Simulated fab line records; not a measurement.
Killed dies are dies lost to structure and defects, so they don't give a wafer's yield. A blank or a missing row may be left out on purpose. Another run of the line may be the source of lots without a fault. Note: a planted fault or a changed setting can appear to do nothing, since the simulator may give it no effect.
One fault seen from 2 desks || flow gf180mcu || numbers are kept per desk, each desk with only its own; the story behind them comes last

## FROM THE METROLOGY DESK
What the gauges read for every lot (on any tool): the sampled wafers with a number, averaged. Marked OUT: a lot whose mean sits more than 4 standard deviations from the usual mean, which makes it out of limits; the brackets give that distance.
Columns: A = M3_OVL at GF_M3_OVL_MEAS_15, usual 2 nm; B = V3_CVD_02_THK at GF_V3_THK_MEAS_03, usual 846 nm
{"lot": "L130", "first seen here": "day 20 20:08", "A": -6, "B": 834}
{"lot": "L131", "first seen here": "day 21 08:02", "A": 1, "B": 839}
{"lot": "L132", "first seen here": "day 22 21:29", "A": -6, "B": 857}
{"lot": "L138", "first seen here": "day 24 06:46", "A": 7, "B": 868}
{"lot": "L139", "first seen here": "day 24 19:25", "A": 1, "B": 866}
{"lot": "L146", "first seen here": "day 27 00:46", "A": 10, "B": 841}
{"lot": "L149", "first seen here": "day 27 18:35", "A": 7, "B": 857}
{"lot": "L150", "first seen here": "day 28 01:11", "A": -0, "B": 847}
{"lot": "L151", "first seen here": "day 28 06:40", "A": 16, "B": 837}
{"lot": "L152", "first seen here": "day 28 13:37", "A": 3, "B": 843}
{"lot": "L153", "first seen here": "day 28 21:25", "A": -1, "B": 855}
Result from this desk: across the 11 lots, nothing is out of limits.

## FOR THE TOOL OWNER'S DESK: pecvd-01
The tool's own readings at GF_V3_CVD_02 (deposits SiO2 from TEOS, target thk 850 nm, time 94.851 s): means of the sampled wafers that have a number, for each lot that ran on this tool. Marked OUT: a lot whose mean sits more than 4 standard deviations from the usual mean, which makes it out of limits; the brackets give that distance.
Columns: A = heater_power_w at GF_V3_CVD_02, usual 631 W
{"lot": "L130", "first seen here": "day 20 21:23", "A": 550}
{"lot": "L131", "first seen here": "day 21 08:59", "A": 569}
{"lot": "L138", "first seen here": "day 24 07:35", "A": 585}
{"lot": "L139", "first seen here": "day 24 20:19", "A": 606}
{"lot": "L149", "first seen here": "day 27 19:32", "A": 587}
Result from this desk: across the 5 lots, nothing is out of limits.

## PUT TOGETHER
Nothing out of limits was seen by the metrology desk.
Nothing out of limits was seen by the tool owner's desk.

## WHAT THE SIMULATOR HAD PUT IN
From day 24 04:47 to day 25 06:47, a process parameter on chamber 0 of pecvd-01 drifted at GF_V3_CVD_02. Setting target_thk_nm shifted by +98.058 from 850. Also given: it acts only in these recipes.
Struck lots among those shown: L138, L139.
